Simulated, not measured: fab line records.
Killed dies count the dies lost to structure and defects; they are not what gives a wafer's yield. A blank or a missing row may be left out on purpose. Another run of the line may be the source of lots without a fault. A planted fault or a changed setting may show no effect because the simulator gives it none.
8D (eight disciplines) problem report, filled in by code -- flow sky130 -- the parts of the form that need people (team, actions taken, sign-off) are left out

== 1. PROBLEM STATEMENT ==
tubeCenterTempC at SKY_GATE_OXIDE_OXIDATION_16 reads a mean of 794 C on 6 wafers of 2 lots; wafers without a fault read 800 C with a standard deviation of 0.074. That is -88 standard deviations from the usual mean.
The step: stabilise 600 s, purge 300 s, target thk 3.57 nm.
Earliest sighting: wafer L713.1 on furnace-02 at day 17 19:12. The record holds 36 wafers of 12 lots with a number at this step. Rule for "out", or "out of limits": more than 4 standard deviations from the usual mean. The rest of the wafers with a number are treated as sound.

== 2. WHAT IT IS AND WHAT IT IS NOT ==
question,is,is not
which readings at this step,"tubeCenterTempC, spikeTcCentreC, spikeTcLowerC, tube_center_temp_C_max","zonePowerCentrePct, zonePowerLowerPct"
which lots,"L713, L715","L703, L704, L705, L706, L707, L708, L722, L723, L724, L725"
which wafers of those lots,all that have a number,-
read on which tools,furnace-02,furnace-01
when,from day 17 19:12,"up to then (18 sound wafers); but 12 sound wafers of L722, L723, L724, L725 came after"

== 3. THE SUSPECTS, EACH WITH WHAT RULES IT OUT ==
Counting: a tool at a process step up to the reading stays a suspect if it ran every lot that is out and no sound lot after the first of them.
- furnace-02 at SKY_GATE_OXIDE_OXIDATION_16 (stabilise 600 s, purge 300 s, target thk 3.57 nm): ruled out as a lasting fault. Following L713 (day 17 19:12), the first lot on it that is out, the sound lots L723 were run on it.
Left after counting: nothing in the record.

== 4. THE CAUSE (what the simulator had put in) ==
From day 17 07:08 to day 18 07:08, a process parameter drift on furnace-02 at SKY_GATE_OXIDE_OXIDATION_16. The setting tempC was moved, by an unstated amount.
Counting ruled it out, wrongly.

== 5. THE EFFECT CHAIN, in route order ==
Each row: a reading whose mean over the struck wafers that have a number lies more than 3 standard deviations from the usual. Scope: only readings with a usual standard deviation given in the record; hours: median across lots of the time from each lot's start at the first step in this table that gives one to its start at this step; sigmas: change in usual standard deviations.
hours,step,reading,usual,on struck wafers,change,sigmas
0,SKY_GATE_OXIDE_OXIDATION_16,spikeTcBottomC,821.3 C,813.2,-8.1,-3.7
0,SKY_GATE_OXIDE_OXIDATION_16,spikeTcCentreC,798.9 C,791.9,-7.0,-5.0
0,SKY_GATE_OXIDE_OXIDATION_16,spikeTcLowerC,800.8 C,793.7,-7.1,-5.9
0,SKY_GATE_OXIDE_OXIDATION_16,spikeTcUpperC,801.4 C,794.0,-7.4,-5.0
0,SKY_GATE_OXIDE_OXIDATION_16,tubeCenterTempC,800 C,794,-6,-88
0,SKY_GATE_OXIDE_OXIDATION_16,tube_center_temp_C_max,802.0,795.6,-6.4,-21
The process steps in it:
- SKY_GATE_OXIDE_OXIDATION_16: stabilise 600 s, purge 300 s, target thk 3.57 nm.
Later measuring or inspecting steps at which every struck wafer that the step has a row for has a number for every such reading, and none has moved that far: SKY_LDD_N_OVL_MEAS_07.

== 6. WHAT WOULD HAVE CAUGHT IT SOONER ==
The fault began at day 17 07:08; the first out-of-limits reading in this record came at day 17 19:12, 12 hours later.
